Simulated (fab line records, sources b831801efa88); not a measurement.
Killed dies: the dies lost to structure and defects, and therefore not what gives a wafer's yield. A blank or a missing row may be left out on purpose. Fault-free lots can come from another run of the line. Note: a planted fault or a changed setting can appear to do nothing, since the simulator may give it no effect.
fab line records -- flow sky130
record: lots: 5, wafers: 14, last_day: 49
route steps=708 shown VIA4@649 METAL5@661 PASSIVATION@681 PAD_OPEN@708
lots untouched by any fault: they come from a run of this same line in which no faults occurred
start_h: start of the lot's first displayed wafer, in hours after the record's first day -- wait_h: hours from the lot's prior step to this one -- " same as the row above -- L1.1+2: several wafers, shown together as one row -- - value missing, or start not given -- * or withheld: withheld -- < > ~ a bound
route shown NAME@n: a module of which the file shows steps, and the number in the route of the first -- usual: mean/standard deviation taken from wafers without a fault -- same: alike in all rows -- chamber/n: place in a boat -- sites: per-site readings -- _std_site: standard deviation of those values -- _edge_site: outer sites' mean less inner sites' -- radius_mm: for every site, how far away it sits from the centre of the wafer -- mask NAME#n: copy n -- behind: the last tool/chamber to shape the wafer -- hold: what put the lot on hold/how long, in hours/how the hold closed -- device: which transistor (n, p or np) failed to switch -- end of line: the route-end tests of the same wafers -- a step with no rows: only its recipe -- killed: dies that structure and defects cost at the first sort, which is not the same as the wafer's yield -- map: per-die view of a wafer (x killed, . not killed, _ where there is no die)
set.NAME: setting as actually run; set.NAME@STEP: the setting as run at that earlier step -- model.NAME: the simulator's own value behind a step, which no gauge read
certain route steps with their lots: each step a table, each wafer a row
services: from which hour (start_h, from the record's first day; less than 0 if before it) a tool's chamber was out of use, for how many hours, and why
== steps ==
step: SKY_VIA4_DEVELOP_10
recipe: resist: NOVOLAK, developer: TMAH, develop_time_s: 60, dev_temp_c: 23
step: SKY_VIA4_OVL_MEAS_11
usual: VIA4_OVL: 0.7/1.8
lot.wafer,tool,chamber,start_h,wait_h,VIA4_OVL[nm]
L962.2,overlay-01,-,1016.38,0.1,0.4
L962.3,overlay-01,-,1016.38,0.1,-0.4
L962.4,overlay-01,-,1016.38,0.1,1.6
L963.1,overlay-02,-,1018.87,0.1,1.2
L963.2,overlay-02,-,1018.87,0.1,2.2
L963.6,overlay-02,-,1018.87,0.1,1.5
L966.4,overlay-02,-,1038.92,0.1,-0.2
L966.5,overlay-02,-,1038.92,0.1,-1.8
L966.6,overlay-02,-,1038.92,0.1,-0.6
L973.3,overlay-01,-,1089.33,0.1,3.9
L973.4,overlay-01,-,1089.33,0.1,3.3
L979.1,overlay-02,-,1119.63,0.1,-5.0
L979.2,overlay-02,-,1119.63,0.1,-3.5
L979.6,overlay-02,-,1119.63,0.1,-3.8
step: SKY_VIA4_ETCH_12
recipe: target: SiO2, chemistry: C4F8/O2/Ar, stop_on: TiN, mask_material: NOVOLAK, source_w: 1500, bias_w: 1200, pressure_mtorr: 40, c4f8_flow_sccm: withheld, O2_flow_sccm: 6, Ar_flow_sccm: 300, time_s: withheld, target_depth_a: 5800
step: SKY_VIA4_STRIP_13
recipe: chemistry: O2/N2, power_w: 1400, pressure_mtorr: 1500, platen_temp_c: withheld, o2_flow_sccm: 3000, n2_flow_sccm: 300, overash_fraction: 0.5
usual: drypump_motor_current_A: 5.8/0.47, oes_product_au: 0.710/0.0046, strip_time_to_endpoint_s: 12.79/0.031
lot.wafer,tool,chamber,start_h,wait_h,drypump_motor_current_A,oes_product_au,rf_hours_counter_h,strip_time_to_endpoint_s
L962.2,plasma_asher-04,1,1016.48,-,5.4,0.714,85,12.74
L962.3,plasma_asher-04,1,1016.48,-,5.4,0.709,-,12.79
L962.4,plasma_asher-04,0,1016.48,-,6.6,0.712,-,12.83
L963.1,plasma_asher-02,1,1018.98,-,5.5,0.717,27,12.81
L963.2,plasma_asher-02,0,1018.98,-,5.4,0.709,27,12.78
L963.6,plasma_asher-02,0,1018.98,-,5.4,0.709,-,12.81
L966.4,plasma_asher-04,0,1039.05,-,6.6,0.710,-,12.81
L966.5,plasma_asher-04,0,1039.05,-,6.6,0.712,-,12.82
L966.6,plasma_asher-04,1,1039.05,-,5.4,0.708,-,12.79
L973.3,plasma_asher-04,1,1089.46,-,5.4,0.712,-,12.77
L973.4,plasma_asher-04,0,1089.46,-,6.6,0.708,-,12.75
L979.1,plasma_asher-02,0,1119.74,-,5.4,0.699,35,12.79
L979.2,plasma_asher-02,1,1119.74,-,5.5,0.702,35,12.77
L979.6,plasma_asher-02,0,1119.74,-,5.4,0.716,-,12.79
step: SKY_VIA4_STRIP_14
recipe: chemistry: post_etch_residue_remover, time_s: 1200, temp_c: 72.5
step: SKY_VIA4_CLEAN_15
recipe: chemistry: IPA, time_s: 180, temp_c: 25
step: SKY_VIA4_CLEAN_16
recipe: chemistry: O3/DIW, dry: n2_spin
step: SKY_VIA4_SPUTTER_17
recipe: material: TiN, target_thk_nm: 20, chamber_pressure_pa: 5, power_w: 4000, time_s: 80
step: SKY_VIA4_CVD_18
recipe: material: W, target_thk_nm: 505, time_s: 152.14, temp_c: 400, pressure_torr: 40
step: SKY_VIA4_RS_MEAS_19
recipe: thk_meas_gauge: four-point-probe, reads: W_of_VIA4_CVD_18+TiN_of_VIA4_SPUTTER_17
usual: VIA4_W_RS: 0.2291/0.0024
lot.wafer,tool,chamber,start_h,wait_h,VIA4_W_RS[ohm/sq]
L962.2,film_metro-03,-,1017.35,0.1,0.2278
L962.3,film_metro-03,-,1017.35,0.1,0.2307
L962.4,film_metro-03,-,1017.35,0.1,0.2337
L963.1,film_metro-03,-,1020.00,0.3,0.2280
L963.2,film_metro-03,-,1020.00,0.3,0.2254
L963.6,film_metro-03,-,1020.00,0.3,0.2284
L966.4,film_metro-01,-,1039.89,0.1,0.2264
L966.5,film_metro-01,-,1039.89,0.1,0.2300
L966.6,film_metro-01,-,1039.89,0.1,0.2296
L973.3,film_metro-04,-,1090.32,0.1,0.2302
L973.4,film_metro-04,-,1090.32,0.1,0.2260
L979.1,film_metro-03,-,1120.55,0.1,0.2304
L979.2,film_metro-03,-,1120.55,0.1,0.2314
L979.6,film_metro-03,-,1120.55,0.1,0.2302
step: SKY_VIA4_THK_MEAS_20
recipe: thk_meas_gauge: xrf, reads: W_of_VIA4_CVD_18
usual: VIA4_W_THK: 509/6.1
lot.wafer,tool,chamber,start_h,wait_h,VIA4_W_THK[nm]
L962.2,film_metro-03,-,1017.46,0.1,515
L962.3,film_metro-03,-,1017.46,0.1,506
L962.4,film_metro-03,-,1017.46,0.1,502
L963.1,film_metro-03,-,1020.12,0.1,508
L963.2,film_metro-03,-,1020.12,0.1,520
L963.6,film_metro-03,-,1020.12,0.1,511
L966.4,film_metro-01,-,1039.98,0.1,518
L966.5,film_metro-01,-,1039.98,0.1,512
L966.6,film_metro-01,-,1039.98,0.1,509
L973.3,film_metro-04,-,1090.42,0.1,513
L973.4,film_metro-04,-,1090.42,0.1,521
L979.1,film_metro-03,-,1120.67,0.1,504
L979.2,film_metro-03,-,1120.67,0.1,501
L979.6,film_metro-03,-,1120.67,0.1,505
step: SKY_VIA4_CMP_21
recipe: stop_on: SiO2, t_overpolish_s: 25, down_force_psi: 3.5, platen_rpm: 60, target_thk_nm: 0, pad_velocity_m_s: 0.94248
step: SKY_METAL5_SPUTTER_00
recipe: material: Ti, target_thk_nm: 15, power_w: 3000, time_s: 10, chamber_pressure_pa: 0.4
usual: throttle_valve_pct: 30.0/1.1
lot.wafer,tool,chamber,start_h,wait_h,throttle_valve_pct,model.Ti_of_METAL5_SPUTTER_00.thk_nm
L962.2,pvd_sputter-01,-,1017.81,0.1,28.2,14.69
L962.3,pvd_sputter-01,-,1017.81,0.1,30.4,14.69
L962.4,pvd_sputter-01,-,1017.81,0.1,29.1,14.77
L963.1,pvd_sputter-04,-,1020.54,0.2,30.7,15.2
L963.2,pvd_sputter-04,-,1020.54,0.2,30.6,15.18
L963.6,pvd_sputter-04,-,1020.54,0.2,30.7,15.26
L966.4,pvd_sputter-04,-,1040.31,0.1,30.9,14.98
L966.5,pvd_sputter-04,-,1040.31,0.1,30.5,14.91
L966.6,pvd_sputter-04,-,1040.31,0.1,30.0,15.04
L973.3,pvd_sputter-04,-,1090.76,0.2,30.1,19.51
L973.4,pvd_sputter-04,-,1090.76,0.2,28.9,19.51
L979.1,pvd_sputter-02,-,1121.10,0.1,29.0,15.04
L979.2,pvd_sputter-02,-,1121.10,0.1,28.5,15.52
L979.6,pvd_sputter-02,-,1121.10,0.1,30.9,15.3
step: SKY_METAL5_SPUTTER_01
recipe: material: TiN, target_thk_nm: 20, power_w: 6500, time_s: 16.7, chamber_pressure_pa: 0.4
usual: throttle_valve_pct: 30.0/1.1
lot.wafer,tool,chamber,start_h,wait_h,throttle_valve_pct
L962.2,pvd_sputter-01,-,1017.83,0.0,28.2
L962.3,pvd_sputter-01,-,1017.83,0.0,30.4
L962.4,pvd_sputter-01,-,1017.83,0.0,28.8
L963.1,pvd_sputter-04,-,1020.57,0.0,30.6
L963.2,pvd_sputter-04,-,1020.57,0.0,31.0
L963.6,pvd_sputter-04,-,1020.57,0.0,30.6
L966.4,pvd_sputter-04,-,1040.33,0.0,30.8
L966.5,pvd_sputter-04,-,1040.33,0.0,30.7
L966.6,pvd_sputter-04,-,1040.33,0.0,30.2
L973.3,pvd_sputter-04,-,1090.78,0.0,30.0
L973.4,pvd_sputter-04,-,1090.78,0.0,28.8
L979.1,pvd_sputter-02,-,1121.12,0.0,29.5
L979.2,pvd_sputter-02,-,1121.12,0.0,28.7
L979.6,pvd_sputter-02,-,1121.12,0.0,30.5
step: SKY_METAL5_SPUTTER_02
recipe: material: AlCu, target_thk_nm: 1150, power_w: 10600, time_s: 61.2, chamber_pressure_pa: 0.4
step: SKY_METAL5_SPUTTER_03
recipe: material: Ti, target_thk_nm: 5, power_w: 3000, time_s: 3.3, chamber_pressure_pa: 0.4
usual: throttle_valve_pct: 30.0/1.1
lot.wafer,tool,chamber,start_h,wait_h,throttle_valve_pct
L962.2,pvd_sputter-01,-,1017.91,0.0,28.2
L962.3,pvd_sputter-01,-,1017.91,0.0,30.4
L962.4,pvd_sputter-01,-,1017.91,0.0,28.9
L963.1,pvd_sputter-04,-,1020.64,0.0,30.5
L963.2,pvd_sputter-04,-,1020.64,0.0,30.6
L963.6,pvd_sputter-04,-,1020.64,0.0,30.5
L966.4,pvd_sputter-04,-,1040.41,0.0,30.8
L966.5,pvd_sputter-04,-,1040.41,0.0,30.7
L966.6,pvd_sputter-04,-,1040.41,0.0,30.2
L973.3,pvd_sputter-04,-,1090.86,0.0,30.0
L973.4,pvd_sputter-04,-,1090.86,0.0,29.2
L979.1,pvd_sputter-02,-,1121.20,0.0,29.0
L979.2,pvd_sputter-02,-,1121.20,0.0,28.7
L979.6,pvd_sputter-02,-,1121.20,0.0,30.9
step: SKY_METAL5_SPUTTER_04
recipe: material: TiN, target_thk_nm: 70, power_w: 6500, time_s: 58.3, chamber_pressure_pa: 0.4
usual: throttle_valve_pct: 30.0/1.1
lot.wafer,tool,chamber,start_h,wait_h,throttle_valve_pct
L962.2,pvd_sputter-01,-,1017.92,0.0,28.1
L962.3,pvd_sputter-01,-,1017.92,0.0,30.3
L962.4,pvd_sputter-01,-,1017.92,0.0,28.8
L963.1,pvd_sputter-04,-,1020.66,0.0,30.5
L963.2,pvd_sputter-04,-,1020.66,0.0,30.7
L963.6,pvd_sputter-04,-,1020.66,0.0,30.6
L966.4,pvd_sputter-04,-,1040.43,0.0,30.5
L966.5,pvd_sputter-04,-,1040.43,0.0,30.8
L966.6,pvd_sputter-04,-,1040.43,0.0,30.4
L973.3,pvd_sputter-04,-,1090.88,0.0,29.9
L973.4,pvd_sputter-04,-,1090.88,0.0,28.9
L979.1,pvd_sputter-02,-,1121.21,0.0,29.2
L979.2,pvd_sputter-02,-,1121.21,0.0,28.5
L979.6,pvd_sputter-02,-,1121.21,0.0,31.0
step: SKY_METAL5_RS_MEAS_05
recipe: thk_meas_gauge: four-point-probe, reads: TiN_of_METAL5_SPUTTER_04+Ti_of_METAL5_SPUTTER_03+AlCu_of_METAL5_SPUTTER_02+TiN_of_METAL5_SPUTTER_01+Ti_of_METAL5_SPUTTER_00
usual: METAL5_ALCU_RS: 0.02703/0.00027
lot.wafer,tool,chamber,start_h,wait_h,METAL5_ALCU_RS[ohm/sq]
L962.2,film_metro-02,-,1017.99,0.0,0.02726
L962.3,film_metro-02,-,1017.99,0.0,0.02702
L962.4,film_metro-02,-,1017.99,0.0,0.02686
L963.1,film_metro-03,-,1020.71,0.0,0.02725
L963.2,film_metro-03,-,1020.71,0.0,0.02709
L963.6,film_metro-03,-,1020.71,0.0,0.02679
L966.4,film_metro-02,-,1040.54,0.1,0.02667
L966.5,film_metro-02,-,1040.54,0.1,0.0268
L966.6,film_metro-02,-,1040.54,0.1,0.0269
L973.3,film_metro-02,-,1090.97,0.1,0.02726
L973.4,film_metro-02,-,1090.97,0.1,0.02738
L979.1,film_metro-02,-,1121.26,0.0,0.02694
L979.2,film_metro-02,-,1121.26,0.0,0.02734
L979.6,film_metro-02,-,1121.26,0.0,0.02726
step: SKY_METAL5_THK_MEAS_06
recipe: thk_meas_gauge: xrf, reads: AlCu_of_METAL5_SPUTTER_02
usual: METAL5_ALCU_THK: 1148/13
lot.wafer,tool,chamber,start_h,wait_h,METAL5_ALCU_THK[nm]
L962.2,film_metro-02,-,1018.10,0.1,1147
L962.3,film_metro-02,-,1018.10,0.1,1162
L962.4,film_metro-02,-,1018.10,0.1,1166
L963.1,film_metro-03,-,1020.83,0.1,1140
L963.2,film_metro-03,-,1020.83,0.1,1142
L963.6,film_metro-03,-,1020.83,0.1,1157
L966.4,film_metro-02,-,1040.63,0.1,1170
L966.5,film_metro-02,-,1040.63,0.1,1168
L966.6,film_metro-02,-,1040.63,0.1,1170
L973.3,film_metro-02,-,1091.07,0.1,1143
L973.4,film_metro-02,-,1091.07,0.1,1141
L979.1,film_metro-02,-,1121.38,0.1,1157
L979.2,film_metro-02,-,1121.38,0.1,1127
L979.6,film_metro-02,-,1121.38,0.1,1139
step: SKY_METAL5_DEHYDRATE_07
recipe: temp_c: 200, time_s: 60
step: SKY_METAL5_HMDS_08
recipe: prime_time_s: 60, prime_temp_c: 120
step: SKY_METAL5_COAT_09
recipe: resist: NOVOLAK, spin_rpm: 3000, resist_thk_nm: 1800
step: SKY_METAL5_SOFTBAKE_10
recipe: temp_c: 90, time_s: 60, resist: NOVOLAK
step: SKY_METAL5_EXPOSE_11
recipe: mask_id: MM5, na: 0.6, source_shape: conventional, sigma_outer: 0.6, polarization: unpolarized, target_cd_nm: 1600, dose_mj: 190
step: SKY_METAL5_PEB_12
recipe: temp_c: withheld, time_s: *, resist: NOVOLAK
step: SKY_METAL5_DEVELOP_13
recipe: resist: NOVOLAK, developer: TMAH, develop_time_s: 60, dev_temp_c: 23
step: SKY_METAL5_DESCUM_14
recipe: chemistry: O2, source_power_w: 150, bias_power_w: 0, pressure_mtorr: 10, temp_c: 40, time_s: 11
step: SKY_METAL5_METAL_ETCH_15
recipe: target_depth_a: 12600, stop_on: SiO2, over_etch_frac: 0.2, time_s: 252, chemistry: Cl2/BCl3, resist_sidewall_deg: 86, pressure_mtorr: 10, icp_w: 900, bias_w: 48.5, Cl2_flow_sccm: 60, bcl3_flow_sccm: 30
step: SKY_METAL5_STRIP_16
recipe: chemistry: O2/N2, power_w: 1400, pressure_mtorr: 1500, platen_temp_c: withheld, o2_flow_sccm: 3000, n2_flow_sccm: 300, overash_fraction: 0.5
usual: drypump_motor_current_A: 5.7/0.38, oes_product_au: 0.710/0.0045, strip_time_to_endpoint_s: 12.96/0.19
lot.wafer,tool,chamber,start_h,wait_h,drypump_motor_current_A,oes_product_au,rf_hours_counter_h,strip_time_to_endpoint_s
L962.2,plasma_asher-04,0,1041.15,0.2,6.6,0.704,87,12.84
L962.3,plasma_asher-04,1,1041.15,0.2,5.4,0.705,-,12.82
L962.4,plasma_asher-04,0,1041.15,0.2,6.6,0.716,-,12.77
L963.1,plasma_asher-04,1,1044.44,0.2,5.4,0.712,88,13.14
L963.2,plasma_asher-04,0,1044.44,0.2,6.6,0.704,88,13.05
L963.6,plasma_asher-04,0,1044.44,0.2,6.6,0.709,-,13.15
L966.4,plasma_asher-04,1,1062.30,0.1,5.4,0.715,-,12.80
L966.5,plasma_asher-04,0,1062.30,0.1,6.6,0.712,-,12.85
L966.6,plasma_asher-04,1,1062.30,0.1,5.4,0.701,-,12.73
L973.3,plasma_asher-01,1,1111.48,0.1,5.9,0.710,-,12.72
L973.4,plasma_asher-01,0,1111.48,0.1,5.7,0.712,-,12.76
L979.1,plasma_asher-02,1,1140.45,0.2,5.5,0.712,37,12.96
L979.2,plasma_asher-02,0,1140.45,0.2,5.4,0.710,37,13.00
L979.6,plasma_asher-02,0,1140.45,0.2,5.4,0.711,-,13.03
step: SKY_METAL5_STRIP_17
recipe: chemistry: post_etch_residue_remover, time_s: 1200, temp_c: 72.5
step: SKY_METAL5_CLEAN_18
recipe: chemistry: IPA, time_s: 180, temp_c: 25
step: SKY_METAL5_CLEAN_19
recipe: chemistry: O3/DIW, dry: n2_spin
step: SKY_PASSIVATION_CVD_00
recipe: material: SiO2, target_thk_nm: 90, temp_c: 400, time_s: withheld, rf_w: 600
step: SKY_PASSIVATION_THK_MEAS_01
recipe: reads: SiO2_of_PASSIVATION_CVD_00
usual: PASSIVATION_CVD_00_THK: 90.0/1.3
lot.wafer,tool,chamber,start_h,wait_h,PASSIVATION_CVD_00_THK[nm]
L962.2,film_metro-02,-,1041.77,-,88.5
L962.3,film_metro-02,-,1041.77,-,88.7
L962.4,film_metro-02,-,1041.77,-,88.4
L963.1,film_metro-04,-,1045.13,-,89.8
L963.2,film_metro-04,-,1045.13,-,88.9
L963.6,film_metro-04,-,1045.13,-,91.5
L966.4,film_metro-01,-,1062.91,-,91.7
L966.5,film_metro-01,-,1062.91,-,92.7
L966.6,film_metro-01,-,1062.91,-,92.3
L973.3,film_metro-01,-,1112.10,-,89.3
L973.4,film_metro-01,-,1112.10,-,91.8
L979.1,film_metro-04,-,1141.11,-,90.5
L979.2,film_metro-04,-,1141.11,-,89.2
L979.6,film_metro-04,-,1141.11,-,91.7
step: SKY_PASSIVATION_CVD_02
recipe: material: Si3N4, target_thk_nm: 540, temp_c: 400, time_s: withheld, rf_w: 450
step: SKY_PASSIVATION_THK_MEAS_03
recipe: reads: Si3N4_of_PASSIVATION_CVD_02
usual: PASSIVATION_CVD_02_THK: 537/8.7
lot.wafer,tool,chamber,start_h,wait_h,PASSIVATION_CVD_02_THK[nm]
L962.2,film_metro-04,-,1042.06,-,543
L962.3,film_metro-04,-,1042.06,-,525
L962.4,film_metro-04,-,1042.06,-,547
L963.1,film_metro-01,-,1045.41,-,524
L963.2,film_metro-01,-,1045.41,-,543
L963.6,film_metro-01,-,1045.41,-,551
L966.4,film_metro-01,-,1063.20,-,531
L966.5,film_metro-01,-,1063.20,-,533
L966.6,film_metro-01,-,1063.20,-,543
L973.3,film_metro-02,-,1112.38,-,538
L973.4,film_metro-02,-,1112.38,-,547
L979.1,film_metro-04,-,1141.39,-,530
L979.2,film_metro-04,-,1141.39,-,521
L979.6,film_metro-04,-,1141.39,-,538
step: SKY_PASSIVATION_DEHYDRATE_04
recipe: temp_c: 200, time_s: 60
step: SKY_PASSIVATION_HMDS_05
recipe: prime_time_s: 60, prime_temp_c: 120
step: SKY_PASSIVATION_COAT_06
recipe: spin_rpm: 2000, resist_thk_nm: 3000
step: SKY_PASSIVATION_SOFTBAKE_07
recipe: temp_c: 110, time_s: withheld
step: SKY_PASSIVATION_EXPOSE_08
recipe: mask_id: NSM, target_cd_nm: 3000, na: 0.57, dose_mj: 260
step: SKY_PASSIVATION_PEB_09
recipe: temp_c: 115, time_s: withheld
step: SKY_PAD_OPEN_PROBE_99
usual: defect_limited_yield: 82.5/2, killed_at_M0_to_M3: 44/7.7, killed_at_M4_up: 3.0/1.9, killed_at_contacts: 25/5.6, killed_at_front_end: 15/4.6, killed_at_other: 0.3/0.47, killed_dies: 86/9.9, killed_open: 47/7.4, killed_short: 39/5.9, sort_bin_3_pad_short: 0.8/0.37, sort_bin_5_function: 10.4/1.5, sort_bin_6_memory: 6.3/1, sort_n_pass: 406/9.9, sort_yield_pct: 82.5/2
same: gross_dies: 492, killed_at_back_side: 0, sort_bin_4_leakage[%]: 0, sort_bin_8_speed[%]: 0
lot.wafer,tool,chamber,start_h,wait_h,hold,defect_limited_yield[%],killed_at_M0_to_M3,killed_at_M4_up,killed_at_contacts,killed_at_front_end,killed_at_other,killed_dies,killed_open,killed_short,sort_bin_3_pad_short[%],sort_bin_5_function[%],sort_bin_6_memory[%],sort_n_pass,sort_yield_pct[%]
L966.4,prober-01,-,1107.76,0.2,-,82.9,37,5,31,10,1,84,37,47,0.6,9.1,7.3,408,82.9
L966.5,prober-01,-,1107.81,0.2,-,77.8,50,4,41,14,0,109,63,46,0.8,15.0,6.3,383,77.8
L966.6,prober-01,-,1107.86,0.2,-,79.9,49,2,24,24,0,99,53,46,1.0,11.2,7.9,393,79.9
L973.3,prober-01,-,1153.66,0.2,await_dispo/2.8h/release,82.7,44,3,26,12,0,85,48,37,0.6,8.9,7.7,407,82.7
L973.4,prober-01,-,1153.71,0.2,await_dispo/2.8h/release,80.9,43,3,25,23,0,94,48,46,1.0,11.2,6.9,398,80.9
L979.1,prober-02,-,1179.72,0.1,-,81.7,37,2,31,20,0,90,51,39,0.6,10.2,7.5,402,81.7
L979.2,prober-02,-,1179.77,0.1,-,85.0,45,2,19,8,0,74,36,38,0.2,9.3,5.5,418,85.0
L979.6,prober-02,-,1179.97,0.2,-,82.3,50,0,21,16,0,87,46,41,1.0,10.2,6.5,405,82.3
killed by level:class
L966.4 LI_CONTACT:geometric_particle:open=10 CONTACT:geometric_particle:open=8 VIA1:geometric_particle:open=6 VIA3:geometric_particle:open=6 LOCAL_INTERCONNECT:geometric_particle:short=5 CONTACT:geometric_particle:short=5 METAL2:geometric_particle:short=5 METAL4:geometric_particle:short=4
L966.5 LI_CONTACT:geometric_particle:open=15 VIA1:geometric_particle:open=13 VIA3:geometric_particle:open=9 CONTACT:geometric_particle:open=7 LI_CONTACT:geometric_particle:short=6 CONTACT:geometric_particle:short=6 METAL2:geometric_particle:short=6 VIA2:geometric_particle:open=6
L966.6 VIA1:geometric_particle:open=10 CONTACT:geometric_particle:open=9 POLY_GATE:geometric_particle:open=8 VIA3:geometric_particle:open=8 LOCAL_INTERCONNECT:geometric_particle:short=7 METAL1:geometric_particle:short=6 VIA1:geometric_particle:short=6 VIA2:geometric_particle:open=6
L973.3 VIA3:geometric_particle:open=12 LI_CONTACT:geometric_particle:open=9 VIA1:geometric_particle:open=9 CONTACT:geometric_particle:open=6 VIA1:geometric_particle:short=6 LOCAL_INTERCONNECT:geometric_particle:short=5 CONTACT:geometric_particle:short=4 METAL1:geometric_particle:short=4
L973.4 VIA1:geometric_particle:open=10 CONTACT:geometric_particle:open=9 VIA3:geometric_particle:open=9 VIA1:geometric_particle:short=7 FIELD_ISO:geometric_particle:open=6 CONTACT:geometric_particle:short=6 POLY_GATE:geometric_particle:short=5 SPACER:geometric_particle:short=5
L979.1 CONTACT:geometric_particle:open=12 VIA2:geometric_particle:open=9 LI_CONTACT:geometric_particle:open=8 POLY_GATE:geometric_particle:short=7 METAL2:geometric_particle:short=7 VIA3:geometric_particle:open=6 LI_CONTACT:geometric_particle:short=6 FIELD_ISO:geometric_particle:open=5
L979.2 VIA1:geometric_particle:open=16 VIA1:geometric_particle:short=7 CONTACT:geometric_particle:open=6 VIA2:geometric_particle:open=6 CONTACT:geometric_particle:short=5 VIA2:geometric_particle:short=5 METAL3:geometric_particle:short=4 SONOS_ONO:geometric_particle:short=3
L979.6 CONTACT:geometric_particle:open=9 VIA2:geometric_particle:open=8 VIA1:geometric_particle:short=7 VIA1:geometric_particle:open=7 VIA3:geometric_particle:open=6 POLY_GATE:geometric_particle:short=5 LI_CONTACT:geometric_particle:open=5 VIA3:geometric_particle:short=5
map L973.4 (x killed, . not)
__________...x......_________
________...x..xxx..x.._______
______.................._____
_____.x...x..............____
____..............x.......___
___...x.x...x.x.....x...x..__
__x...x.x....x.xx...x......._
_xx........x.......x.........
_..x....x...xxx...x.x..x....x
_........x......x.........x..
_..x......x...x.....x..x...x.
_...x...x..x....xx........x..
_.x.xxx...xx.............x.xx
_..x.....x...x..x..x......x..
_.......x......xx............
__x....x.......x.....x..x..._
___x.x.x...x..x.x..........__
____x..x...x...x......x..x___
_____.........x.x.......x____
______....xx..x........._____
________...x....x....._______
__________...x......_________
map L966.5 (x killed, . not)
__________.........._________
________...xx........._______
______x..x.x...x..x...x._____
_____.x..x.......x.....xx____
____x....xx.x...x.x.......___
___xxx..x.....xx.....xx....__
__...........xx.x....x.x...._
_......x....x.x.x.....x.....x
_.....x...............x...xx.
_.x.x................x...x...
_.......x.....x..x...xxx.x...
_...x...x.x.........x......xx
_............x.x.xxx....x....
_......x...x..xx......x......
_....x......x.....x.x.xx.....
__.......x...xx.xxxx..x....._
___....x.....xx.......x....__
____x..x...xx.x...x.......___
_____....x.x.x...x.xx..xx____
______....x.x......x...x_____
________.............._______
__________..xx..x..._________
== services ==
tool,chamber,start_h,hours,kind
pvd_sputter-04,-,1005.53,7.4,repair
plasma_asher-04,-,1020.08,2.3,repair
pvd_sputter-04,-,1020.76,1.1,repair
plasma_asher-02,-,1037.57,1.5,repair
pvd_sputter-01,-,1043.85,0.7,repair
plasma_asher-01,-,1055.25,9.0,pm
plasma_asher-01,0,1055.25,9.0,vent_cycle
plasma_asher-01,1,1055.25,9.0,vent_cycle
plasma_asher-02,-,1060.96,24.7,pm
plasma_asher-01,0,1064.25,-,clean
plasma_asher-01,1,1064.25,-,clean
plasma_asher-04,-,1068.54,0.9,repair
plasma_asher-04,-,1109.04,1.8,repair
== key ==
first_sign none at tools or gauges
model_effect: step: SKY_METAL5_SPUTTER_00, value: Ti_of_METAL5_SPUTTER_00.thk_nm, without: 14.97, struck: 19.51
met_at SKY_METAL5_SPUTTER_00
struck_wafers L973.3,L973.4
onset_between 1040.31 1090.76
also_fits SKY_VIA4_STRIP_13:plasma_asher-04,SKY_METAL5_SPUTTER_01:pvd_sputter-04,SKY_METAL5_SPUTTER_03:pvd_sputter-04,SKY_METAL5_SPUTTER_04:pvd_sputter-04
fault: kind: process_parameter_drift, tool: pvd_sputter-04, chamber: -, onset_h: 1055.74, steps: SKY_METAL5_SPUTTER_00, channel: target_thk_nm, offset: 4.5441, shape: step, end_h: 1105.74, scope: struck_wafers_only, acts_in: these_recipes_only, stated: 15
